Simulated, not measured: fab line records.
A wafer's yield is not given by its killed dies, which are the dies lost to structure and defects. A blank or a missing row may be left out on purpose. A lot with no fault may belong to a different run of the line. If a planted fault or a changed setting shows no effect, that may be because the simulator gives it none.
fab line records -- flow sky130
record: lots: 15, wafers: 45, last-day: 50
route steps=708 shown FIELD_ISO@3 NWELL@63 VT_ADJUST_LVTN@105
lots that met no fault: taken from a fault-free run of the same line
start-h: hours from the record's opening day to when the first of the lot's shown wafers began -- wait-h: how many hours have passed since the lot's step before this one -- " repeats the value in the row above -- L1.1+2: several wafers, shown together as one row -- - no value, or no start given -- * or withheld: withheld -- < > ~ a bound
route shown NAME@n: a module of which the file shows steps, and the number in the route of the first -- usual: average and standard deviation across the fault-free wafers -- same: alike in all rows -- chamber/n: place in a boat -- sites: each site's reading -- _std_site: standard deviation across them -- _edge_site: the outer-site mean with the inner-site mean subtracted -- radius-mm: how far each site lies from the wafer's centre -- mask NAME#n: copy n -- behind: the most recent tool/chamber to have shaped the wafer -- hold: what put the lot on hold/how long, in hours/how the hold closed -- device: whichever transistor did not switch (one of n, p or np) -- end of line: the same wafers' tests at the end of the route -- step lacking rows: just its recipe -- killed: count of dies lost to structure and defects at first sort (not the wafer's yield) -- map: dies across one wafer; x = killed, . = not, _ = none there
set.NAME: the setting that was run; set.NAME@STEP: the one run at that earlier step -- model.NAME: the simulator's own value behind a step, which no gauge read
steps of the route over a sample of lots; a table a step, a row a wafer
services: when a tool's chamber went out of use (start-h, in hours from the record's first day, below 0 if earlier), for how many hours, and the reason
== steps ==
step: SKY_FIELD_ISO_THK_MEAS_02
recipe: reads: SiO2_of_FIELD_ISO_OXIDATION_01
usual: FIELD_ISO_OXIDATION_00_THK: 12.40/0.24
lot.wafer,tool,chamber,start-h,wait-h,FIELD_ISO_OXIDATION_00_THK[nm]
L319.1,film-metro-04,-,12.11,0.0,12.73
L319.2,film-metro-04,-,12.11,0.0,12.77
L319.3,film-metro-04,-,12.11,0.0,12.72
L322.3,film-metro-03,-,26.67,0.0,12.01
L322.4,film-metro-03,-,26.67,0.0,12.06
L322.5,film-metro-03,-,26.67,0.0,11.96
L323.4,film-metro-04,-,32.33,0.0,12.22
L323.5,film-metro-04,-,32.33,0.0,12.14
L323.6,film-metro-04,-,32.33,0.0,12.39
L324.2,film-metro-04,-,36.83,0.0,12.79
L324.4,film-metro-04,-,36.83,0.0,12.72
L324.6,film-metro-04,-,36.83,0.0,12.75
L325.1,film-metro-03,-,41.85,0.0,12.44
L325.3,film-metro-03,-,41.85,0.0,12.31
L325.6,film-metro-03,-,41.85,0.0,12.50
L328.3,film-metro-04,-,59.44,0.0,12.21
L328.4,film-metro-04,-,59.44,0.0,12.25
L328.5,film-metro-04,-,59.44,0.0,11.90
L329.3,film-metro-04,-,66.38,0.0,12.30
L329.5,film-metro-04,-,66.38,0.0,12.42
L329.6,film-metro-04,-,66.38,0.0,12.33
L330.1,film-metro-01,-,75.13,0.0,12.58
L330.5,film-metro-01,-,75.13,0.0,12.73
L330.6,film-metro-01,-,75.13,0.0,12.59
L331.1,film-metro-04,-,75.17,0.0,12.71
L331.2,film-metro-04,-,75.17,0.0,12.47
L331.6,film-metro-04,-,75.17,0.0,12.53
L335.1,film-metro-03,-,91.63,0.0,12.51
L335.2,film-metro-03,-,91.63,0.0,12.46
L335.6,film-metro-03,-,91.63,0.0,12.41
L336.1,film-metro-03,-,96.63,0.0,12.61
L336.3,film-metro-03,-,96.63,0.0,12.52
L336.5,film-metro-03,-,96.63,0.0,12.52
L337.1,film-metro-03,-,102.77,0.0,12.33
L337.3,film-metro-03,-,102.77,0.0,11.93
L337.6,film-metro-03,-,102.77,0.0,12.18
L340.1,film-metro-03,-,116.63,0.0,12.51
L340.3,film-metro-03,-,116.63,0.0,12.44
L340.6,film-metro-03,-,116.63,0.0,12.19
L341.1,film-metro-03,-,122.24,0.0,12.19
L341.4,film-metro-03,-,122.24,0.0,12.24
L341.6,film-metro-03,-,122.24,0.0,12.27
L342.1,film-metro-04,-,126.95,0.0,12.43
L342.2,film-metro-04,-,126.95,0.0,12.36
L342.3,film-metro-04,-,126.95,0.0,12.31
step: SKY_FIELD_ISO_ETCH_14
recipe: chemistry: N2/H2, target: BARC, ion-energy-ev: 200, source-w: 500, bias-w: 100, pressure-mtorr: 30, n2-flow-sccm: 100, h2-flow-sccm: 200, stop-on: SiO2, time-s: 45.9, target-depth-a: 600
usual: drypump-motor-current-A: 6.0/0.51, oes-product-au: 0.855/0.0043, throttle-valve-pct: 13.225/0.0093
lot.wafer,tool,chamber,start-h,wait-h,drypump-motor-current-A,oes-product-au,rf-hours-counter-h,throttle-valve-pct
L319.1,rie-diel-01,3,29.57,0.1,6.3,0.857,1,13.222
L319.2,rie-diel-01,0,29.57,0.1,4.8,0.860,54,13.208
L319.3,rie-diel-01,2,29.57,0.1,4.9,0.849,76,13.208
L322.3,rie-diel-04,2,44.69,0.1,5.6,0.851,136,13.224
L322.4,rie-diel-04,2,44.69,0.1,5.5,0.853,-,13.233
L322.5,rie-diel-04,0,44.69,0.1,5.8,0.854,-,13.228
L323.4,rie-diel-02,0,49.77,0.0,5.9,0.853,109,13.217
L323.5,rie-diel-02,0,49.77,0.0,5.9,0.857,-,13.237
L323.6,rie-diel-02,3,49.77,0.0,6.5,0.852,-,13.212
L324.2,rie-diel-04,3,53.62,0.1,6.2,0.853,147,13.229
L324.4,rie-diel-04,3,53.62,0.1,6.2,0.862,-,13.253
L324.6,rie-diel-04,0,53.62,0.1,5.9,0.848,-,13.222
L325.1,rie-diel-01,1,60.17,0.1,5.9,0.854,95,13.224
L325.3,rie-diel-01,2,60.17,0.1,4.9,0.856,77,13.234
L325.6,rie-diel-01,3,60.17,0.1,6.3,0.856,-,13.234
L328.3,rie-diel-04,0,76.92,0.1,5.8,0.862,93,13.211
L328.4,rie-diel-04,1,76.92,0.1,6.3,0.850,-,13.234
L328.5,rie-diel-04,3,76.92,0.1,6.2,0.859,-,13.232
L329.3,rie-diel-02,0,82.70,0.1,5.8,0.858,109,13.220
L329.5,rie-diel-02,1,82.70,0.1,6.4,0.851,-,13.224
L329.6,rie-diel-02,2,82.70,0.1,6.3,0.852,-,13.215
L330.1,rie-diel-04,2,95.77,0.1,5.5,0.850,137,13.225
L330.5,rie-diel-04,0,95.77,0.1,5.8,0.852,-,13.240
L330.6,rie-diel-04,3,95.77,0.1,6.2,0.853,-,13.220
L331.1,rie-diel-02,3,95.99,0.1,6.5,0.863,136,13.230
L331.2,rie-diel-02,2,95.99,0.1,6.3,0.854,120,13.225
L331.6,rie-diel-02,3,95.99,0.1,6.5,0.855,-,13.226
L335.1,rie-diel-02,2,111.69,0.1,6.3,0.850,121,13.208
L335.2,rie-diel-02,0,111.69,0.1,5.8,0.850,109,13.236
L335.6,rie-diel-02,1,111.69,0.1,6.4,0.858,-,13.224
L336.1,rie-diel-01,0,116.97,0.1,4.8,0.856,56,13.204
L336.3,rie-diel-01,1,116.97,0.1,6.0,0.860,96,13.232
L336.5,rie-diel-01,2,116.97,0.1,4.9,0.855,-,13.214
L337.1,rie-diel-01,3,124.05,0.1,6.3,0.859,3,13.233
L337.3,rie-diel-01,2,124.05,0.1,4.9,0.852,78,13.222
L337.6,rie-diel-01,2,124.05,0.1,4.9,0.855,-,13.224
L340.1,rie-diel-04,3,137.27,0.1,6.2,0.861,149,13.218
L340.3,rie-diel-04,0,137.27,0.1,5.9,0.848,95,13.223
L340.6,rie-diel-04,1,137.27,0.1,6.3,0.857,-,13.217
L341.1,rie-diel-02,3,143.79,0.1,6.5,0.847,137,13.226
L341.4,rie-diel-02,0,143.79,0.1,5.9,0.849,110,13.221
L341.6,rie-diel-02,0,143.79,0.1,5.9,0.848,-,13.232
L342.1,rie-diel-01,3,149.79,0.1,6.3,0.851,4,13.223
L342.2,rie-diel-01,2,149.79,0.1,4.9,0.846,79,13.236
L342.3,rie-diel-01,0,149.79,0.1,4.8,0.853,57,13.206
step: SKY_NWELL_OVL_MEAS_10
usual: NWELL_00_OVL: 1.6/1.6
lot.wafer,tool,chamber,start-h,wait-h,NWELL_00_OVL[nm]
L319.1,overlay-01,-,82.81,-,5.1
L319.2,overlay-01,-,82.81,-,4.8
L319.3,overlay-01,-,82.81,-,1.6
L322.3,overlay-02,-,123.59,-,3.1
L322.4,overlay-02,-,123.59,-,3.3
L322.5,overlay-02,-,123.59,-,2.4
L324.2,overlay-01,-,130.63,-,0.8
L324.4,overlay-01,-,130.63,-,1.9
L324.6,overlay-01,-,130.63,-,2.1
L323.4,overlay-02,-,130.73,-,-0.8
L323.5,overlay-02,-,130.73,-,-0.6
L323.6,overlay-02,-,130.73,-,2.6
L325.1,overlay-01,-,136.23,-,1.7
L325.3,overlay-01,-,136.23,-,0.8
L325.6,overlay-01,-,136.23,-,1.1
L328.3,overlay-01,-,145.59,-,2.3
L328.4,overlay-01,-,145.59,-,2.7
L328.5,overlay-01,-,145.59,-,3.8
L329.3,overlay-02,-,147.73,-,-0.5
L329.5,overlay-02,-,147.73,-,2.1
L329.6,overlay-02,-,147.73,-,1.4
L331.1,overlay-01,-,158.63,-,0.0
L331.2,overlay-01,-,158.63,-,2.4
L331.6,overlay-01,-,158.63,-,-0.1
L330.1,overlay-02,-,158.77,-,2.6
L330.5,overlay-02,-,158.77,-,0.7
L330.6,overlay-02,-,158.77,-,4.3
L335.1,overlay-02,-,177.83,-,-0.4
L335.2,overlay-02,-,177.83,-,0.6
L335.6,overlay-02,-,177.83,-,-1.4
L336.1,overlay-01,-,184.08,-,0.6
L336.3,overlay-01,-,184.08,-,2.8
L336.5,overlay-01,-,184.08,-,0.4
L337.1,overlay-01,-,189.67,-,1.8
L337.3,overlay-01,-,189.67,-,2.8
L337.6,overlay-01,-,189.67,-,2.9
L340.1,overlay-02,-,212.27,-,0.3
L340.3,overlay-02,-,212.27,-,0.2
L340.6,overlay-02,-,212.27,-,1.0
L341.1,overlay-01,-,214.88,-,1.0
L341.4,overlay-01,-,214.88,-,0.3
L341.6,overlay-01,-,214.88,-,3.9
L342.1,overlay-02,-,219.08,-,0.5
L342.2,overlay-02,-,219.08,-,1.7
L342.3,overlay-02,-,219.08,-,2.0
step: SKY_VT_ADJUST_LVTN_IMPLANT_08
recipe: species: B, energy-kev: 30, dose-cm2: 1.57e+12, tilt-deg: withheld
usual: beam-energy-keV: 30.002/0.0086, beam-on-s: 10.01/0.19
lot.wafer,tool,chamber,start-h,wait-h,beam-energy-keV,beam-on-s
L319.1,implanter-04,0,137.50,0.0,29.991,9.67
L319.2,implanter-04,0,137.50,0.0,30.005,10.15
L319.3,implanter-04,0,137.50,0.0,29.985,10.04
L322.3,implanter-02,0,182.70,0.1,30.007,9.91
L322.4,implanter-02,0,182.70,0.1,30.008,10.07
L322.5,implanter-02,0,182.70,0.1,30.015,10.25
L324.2,implanter-04,0,190.18,0.1,30.000,9.77
L324.4,implanter-04,0,190.18,0.1,30.003,10.03
L324.6,implanter-04,0,190.18,0.1,30.004,9.73
L323.4,implanter-01,0,191.53,0.1,30.014,10.18
L323.5,implanter-01,0,191.53,0.1,29.999,10.19
L323.6,implanter-01,0,191.53,0.1,30.005,9.92
L325.1,implanter-02,0,196.41,0.0,29.999,9.62
L325.3,implanter-02,0,196.41,0.0,29.995,9.95
L325.6,implanter-02,0,196.41,0.0,29.998,9.71
L328.3,implanter-01,0,208.56,0.1,30.012,9.66
L328.4,implanter-01,0,208.56,0.1,30.013,10.20
L328.5,implanter-01,0,208.56,0.1,29.999,9.91
L329.3,implanter-04,0,210.56,0.1,30.000,10.10
L329.5,implanter-04,0,210.56,0.1,30.002,10.04
L329.6,implanter-04,0,210.56,0.1,29.995,10.18
L331.1,implanter-04,0,223.68,0.0,29.997,9.73
L331.2,implanter-04,0,223.68,0.0,29.998,10.19
L331.6,implanter-04,0,223.68,0.0,29.994,10.02
L330.1,implanter-01,0,224.80,0.0,30.007,10.13
L330.5,implanter-01,0,224.80,0.0,29.995,10.15
L330.6,implanter-01,0,224.80,0.0,30.002,10.33
L335.1,implanter-04,-,245.71,0.0,-,-
L335.2,implanter-04,-,245.71,0.0,-,-
L335.6,implanter-04,-,245.71,0.0,-,-
L336.1,implanter-04,-,250.88,0.0,-,-
L336.3,implanter-04,-,250.88,0.0,-,-
L336.5,implanter-04,-,250.88,0.0,-,-
L337.1,implanter-04,-,258.95,0.0,-,-
L337.3,implanter-04,-,258.95,0.0,-,-
L337.6,implanter-04,-,258.95,0.0,-,-
L340.1,implanter-04,0,282.76,0.0,30.000,9.80
L340.3,implanter-04,0,282.76,0.0,30.012,10.12
L340.6,implanter-04,0,282.76,0.0,30.003,10.02
L341.1,implanter-02,0,286.13,0.0,29.997,10.21
L341.4,implanter-02,0,286.13,0.0,30.003,10.04
L341.6,implanter-02,0,286.13,0.0,30.000,10.24
L342.1,implanter-02,0,291.46,0.0,29.987,10.17
L342.2,implanter-02,0,291.46,0.0,30.003,9.80
L342.3,implanter-02,0,291.46,0.0,30.012,10.09
step: SKY_VT_ADJUST_LVTN_TW_MEAS_10
usual: VT_ADJUST_LVTN_TW: 242.6/1.5
lot.wafer,tool,chamber,start-h,wait-h,VT_ADJUST_LVTN_TW
L319.1,film-metro-02,-,137.75,0.1,241.6
L319.2,film-metro-02,-,137.75,0.1,241.8
L319.3,film-metro-02,-,137.75,0.1,242.8
L322.3,film-metro-02,-,182.92,0.1,244.2
L322.4,film-metro-02,-,182.92,0.1,244.4
L322.5,film-metro-02,-,182.92,0.1,245.0
L324.2,film-metro-02,-,190.42,0.1,244.2
L324.4,film-metro-02,-,190.42,0.1,242.7
L324.6,film-metro-02,-,190.42,0.1,244.9
L323.4,film-metro-02,-,191.74,0.1,244.6
L323.5,film-metro-02,-,191.74,0.1,245.0
L323.6,film-metro-02,-,191.74,0.1,245.3
L325.1,film-metro-03,-,196.66,0.1,240.8
L325.3,film-metro-03,-,196.66,0.1,240.4
L325.6,film-metro-03,-,196.66,0.1,241.4
L328.3,film-metro-01,-,208.78,0.1,242.3
L328.4,film-metro-01,-,208.78,0.1,242.4
L328.5,film-metro-01,-,208.78,0.1,243.1
L329.3,film-metro-03,-,210.78,0.1,241.3
L329.5,film-metro-03,-,210.78,0.1,240.9
L329.6,film-metro-03,-,210.78,0.1,240.6
L331.1,film-metro-02,-,223.93,0.1,242.3
L331.2,film-metro-02,-,223.93,0.1,242.5
L331.6,film-metro-02,-,223.93,0.1,243.3
L330.1,film-metro-01,-,225.05,0.1,241.1
L330.5,film-metro-01,-,225.05,0.1,241.1
L330.6,film-metro-01,-,225.05,0.1,242.4
L335.1,film-metro-02,-,245.96,0.1,30.3
L335.2,film-metro-02,-,245.96,0.1,30.3
L335.6,film-metro-02,-,245.96,0.1,30.2
L336.1,film-metro-01,-,251.13,0.1,30.3
L336.3,film-metro-01,-,251.13,0.1,30.2
L336.5,film-metro-01,-,251.13,0.1,30.2
L337.1,film-metro-03,-,259.20,0.1,30.2
L337.3,film-metro-03,-,259.20,0.1,30.2
L337.6,film-metro-03,-,259.20,0.1,30.2
L340.1,film-metro-02,-,283.01,0.1,243.6
L340.3,film-metro-02,-,283.01,0.1,243.5
L340.6,film-metro-02,-,283.01,0.1,242.4
L341.1,film-metro-02,-,286.38,0.1,242.8
L341.4,film-metro-02,-,286.38,0.1,244.6
L341.6,film-metro-02,-,286.38,0.1,244.1
L342.1,film-metro-01,-,291.71,0.1,244.1
L342.2,film-metro-01,-,291.71,0.1,243.1
L342.3,film-metro-01,-,291.71,0.1,243.4
== services ==
tool,chamber,start-h,hours,kind
rie-diel-01,-,12.66,0.1,repair
implanter-04,-,32.84,5.1,pm
implanter-04,-,32.95,17.3,repair
rie-diel-04,3,34.54,16.6,repair
rie-diel-01,2,44.84,5.2,repair
implanter-04,-,50.25,35.3,pm
rie-diel-04,1,53.11,8.8,repair
rie-diel-04,2,73.08,15.4,repair
rie-diel-01,1,76.83,2.3,repair
implanter-04,-,81.42,1.7,repair
rie-diel-02,0,85.99,2.7,repair
rie-diel-04,-,92.82,0.5,repair
implanter-02,-,93.53,4.2,repair
rie-diel-01,-,94.20,0.4,repair
rie-diel-02,0,135.91,2.8,repair
rie-diel-04,0,142.28,2.8,repair
rie-diel-01,1,143.43,7.5,repair
rie-diel-01,-,164.41,1.1,repair
rie-diel-01,2,179.45,3.1,repair
rie-diel-04,0,215.72,10.2,repair
rie-diel-04,-,224.31,2.8,pm
rie-diel-04,2,238.92,1.2,repair
implanter-04,-,246.49,0.7,repair
rie-diel-04,3,266.12,7.8,repair
== key ==
first-sign: step: SKY_VT_ADJUST_LVTN_IMPLANT_08, reading: tool-record, direction: missing
effect: step: SKY_VT_ADJUST_LVTN_TW_MEAS_10, reading: VT_ADJUST_LVTN_TW, direction: down, sigmas: 99+, usual: 242.6, struck: 30.2
met-at SKY_VT_ADJUST_LVTN_IMPLANT_08
struck-lots L335,L336,L337
later-rows-left-out L335.1,L335.2,L335.6,L336.1,L336.3,L336.5,L337.1,L337.3,L337.6
sort-left-out L335.1,L335.2,L335.6,L336.1,L336.3,L336.5,L337.1,L337.3,L337.6
tester-left-out L335,L336,L337
not-acting-at SKY_FIELD_ISO_THK_MEAS_02,SKY_FIELD_ISO_ETCH_14,SKY_NWELL_OVL_MEAS_10
onset-between 223.68 245.71
fault: kind: skipped-step-whole, tool: implanter-04, chamber: -, onset-h: 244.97, steps: SKY_VT_ADJUST_LVTN_IMPLANT_08, scope: struck-lots-only
tester-left-out: of these lots the tester's yield and bins aren't shown, on N5 and GAA mostly nor the transistor test; their killed dies are dies lost to structure and defects alone, not to doping, threshold or leakage, so they don't give the yield
sort-left-out: the simulated sort isn't trusted on such a fault, so these wafers' sort isn't shown, and their yield isn't known
later-rows-left-out: the simulator's readings of these wafers behind a module that went badly wrong aren't trusted and aren't shown, but for the sort
